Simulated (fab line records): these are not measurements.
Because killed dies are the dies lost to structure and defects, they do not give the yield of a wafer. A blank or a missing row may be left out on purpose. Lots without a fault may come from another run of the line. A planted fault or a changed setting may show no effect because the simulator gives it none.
Commonality check across tools	flow sky130	Lots sampled 12, wafers sampled 36

WHAT PROMPTED THE OPENING
At SKY_SONOS_TUNNEL_TW_MEAS_12 the reading SONOS_TUNNEL_TW is flagged on 3 of 12 lots. Fault-free wafers read 197.3, with a standard deviation of 1.8.
Rule: a lot gets a flag if all its wafers with a number sit over 4 standard deviations from that mean, or if no wafer of it has a number. The rest of the lots are taken to be sound.

lot	measured	on	SONOS_TUNNEL_TW, wafer by wafer	flag
L563	day 11 12:29	film metro-04	198.9 199.5 199.6	
L564	day 12 00:33	film metro-01	195.6 196.0 197.2	
L565	day 12 11:07	film metro-03	195.8 195.6 195.5	
L567	day 12 19:50	film metro-04	199.0 198.8 198.2	
L569	day 13 13:07	film metro-04	198.9 199.2 198.6	
L574	day 14 23:35	film metro-03	147.9 147.7 147.1	FLAGGED
L575	day 15 06:56	film metro-01	147.1 147.4 147.9	FLAGGED
L577	day 15 23:46	film metro-03	147.2 147.2 146.2	FLAGGED
L578	day 16 07:41	film metro-04	200.0 199.9 199.7	
L582	day 17 11:42	film metro-04	198.8 198.8 198.9	
L585	day 18 16:14	film metro-01	195.7 195.0 193.8	
L586	day 18 19:38	film metro-03	195.4 195.3 195.2	
The mean of the flagged lots' numbers is 147.3, -50.0 from the usual (-28 standard deviations).

WHICH TOOL RAN EACH LOT
2 process steps preceding the reading are held in the record, out of 708 steps in the route. Cell contents, in order: the tool; ch with the chambers the sampled wafers went through; the start.
lot	flag	SKY_FIELD_ISO_ETCH_17	SKY_SONOS_TUNNEL_IMPLANT_09
L563		rie si-01 ch 1,2,3, day 2 04:06	implanter-02 ch 0, day 11 12:04
L564		rie si-02 ch 1,2,3, day 2 10:38	implanter-04 ch 0, day 12 00:08
L565		rie si-02 ch 0,1, day 2 17:06	implanter-04 ch 0, day 12 10:43
L567		rie si-02 ch 0,3, day 3 02:53	implanter-02 ch 0, day 12 19:22
L569		rie si-01 ch 0,1,3, day 3 13:14	implanter-04 ch 0, day 13 12:42
L574	FLAGGED	rie si-02 ch 1,2,3, day 4 14:41	implanter-04 ch 0, day 14 23:11
L575	FLAGGED	rie si-02 ch 0,1,3, day 4 20:38	implanter-04 ch 0, day 15 06:30
L577	FLAGGED	rie si-01 ch 0,2,3, day 5 06:41	implanter-04 ch 0, day 15 23:09
L578		rie si-01 ch 1,3, day 5 11:41	implanter-02 ch 0, day 16 07:17
L582		rie si-01 ch 1,2,3, day 6 07:59	implanter-02 ch 0, day 17 11:19
L585		rie si-02 ch 0,2,3, day 7 00:35	implanter-04 ch 0, day 18 15:48
L586		rie si-01 ch 0,2,3, day 7 05:08	implanter-03 ch 0, day 18 19:14
What these steps do:
- SKY_FIELD_ISO_ETCH_17: etches Si in HBr/Cl2/O2, target depth 342 nm, time 97.7 s.
- SKY_SONOS_TUNNEL_IMPLANT_09
- SKY_SONOS_TUNNEL_TW_MEAS_12

FLAGGED AGAINST TOTAL, ONE TOOL AT A TIME (gauges that did the reading follow at the end)
step	tool	lots run	flagged	share of the flagged lots	sound lots run after its first flagged lot
SKY_FIELD_ISO_ETCH_17	rie si-01	6	1	some	3 (L578,L582,L586)
SKY_FIELD_ISO_ETCH_17	rie si-02	6	2	some	1 (L585)
SKY_SONOS_TUNNEL_IMPLANT_09	implanter-02	4	0	none	-
SKY_SONOS_TUNNEL_IMPLANT_09	implanter-03	1	0	none	-
SKY_SONOS_TUNNEL_IMPLANT_09	implanter-04	7	3	all	1 (L585)
SKY_SONOS_TUNNEL_TW_MEAS_12	film metro-01	3	1	some	1 (L585)
SKY_SONOS_TUNNEL_TW_MEAS_12	film metro-03	4	2	some	1 (L586)
SKY_SONOS_TUNNEL_TW_MEAS_12	film metro-04	5	0	none	-

WHAT IS ALLOWED BY THE TABLE
Rows of the table that ran each flagged lot: 1, that is implanter-04 at SKY_SONOS_TUNNEL_IMPLANT_09.
- implanter-04 at SKY_SONOS_TUNNEL_IMPLANT_09: 3 of its 7 lots flagged. Sound lots followed the first flagged one (L585) on it, something a lasting fault affecting the whole tool could not allow. Its own readings lie more than 4 standard deviations out on every wafer of the flagged lots: dose ions cm2, faraday current uA.
There is no row in the table that ran each flagged lot and no sound lot after the first.

WHAT THE SIMULATOR PUT IN
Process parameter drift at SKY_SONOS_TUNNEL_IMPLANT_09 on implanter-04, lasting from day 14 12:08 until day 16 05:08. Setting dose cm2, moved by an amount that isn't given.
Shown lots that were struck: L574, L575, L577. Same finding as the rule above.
